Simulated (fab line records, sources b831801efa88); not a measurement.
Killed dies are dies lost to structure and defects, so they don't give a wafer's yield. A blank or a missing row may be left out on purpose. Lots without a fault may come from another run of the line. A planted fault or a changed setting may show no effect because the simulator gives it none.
Which tool did it? | flow gf180mcu | 7 lots, 21 wafers sampled, at 3 steps of a route of 602

WHAT THE GAUGES READ, wafer by wafer
GF_V4_BOW_MEAS_05.
lot  | measured     | on            | V4_BOW (um)
L258 | day 24 09:17 | film_metro-01 | 121 122 127
L261 | day 25 22:50 | film_metro-01 | 133 131 126
L265 | day 27 00:46 | film_metro-04 | 132 125 132
L268 | day 28 00:10 | film_metro-02 | 134 132 137
L273 | day 29 06:06 | film_metro-04 | 128 142 139
L276 | day 29 23:08 | film_metro-01 | 141 126 133
L278 | day 30 11:16 | film_metro-01 | 134 134 128

WHICH TOOL RAN EACH LOT (tool, then ch and the chambers of the sampled wafers, then the start)
lot  | GF_V3_STRIP_18                       | GF_V3_CMP_26
L258 | plasma_asher-02 ch 0,1, day 23 08:25 | cmp-02 ch 0,3, day 23 09:40
L261 | plasma_asher-01 ch 0,1, day 24 22:35 | cmp-02 ch 0,1,3, day 24 23:58
L265 | plasma_asher-04 ch 0,1, day 26 00:53 | cmp-02 ch 0,1,2, day 26 01:49
L268 | plasma_asher-01 ch 0,1, day 27 00:55 | cmp-02 ch 0,1,3, day 27 01:55
L273 | plasma_asher-02 ch 0,1, day 28 07:30 | cmp-02 ch 2,3, day 28 08:30
L276 | plasma_asher-01 ch 0,1, day 29 01:32 | cmp-02 ch 0,2,3, day 29 02:33
L278 | plasma_asher-04 ch 0,1, day 29 14:12 | cmp-02 ch 1,2,3, day 29 15:10
- GF_V3_STRIP_18: strips in O2/N2.
- GF_V3_CMP_26: polishes, stops on SiO2, t overpolish 15 s, target thk 0 nm.

THE ANSWER, worked out from the rows above alone
Rule: what is usual is taken from the lots themselves. Put in order of their means at a reading, lots are off if they are a third of the lots or fewer, leave a main group of 4 or more, and stand apart from it by a gap of 3 or more times the standard deviation of the main group's means; of several such gaps the widest counts. A main group whose means are all the same, to the digits that the tables above print for the reading, isn't used. A lot without any number at a reading at which 4 lots or more have one is off too. The other lots that the step has rows for count as sound.
No lot is off at any reading shown: from this, nothing can be told.

WHAT THE SIMULATOR HAD PUT IN
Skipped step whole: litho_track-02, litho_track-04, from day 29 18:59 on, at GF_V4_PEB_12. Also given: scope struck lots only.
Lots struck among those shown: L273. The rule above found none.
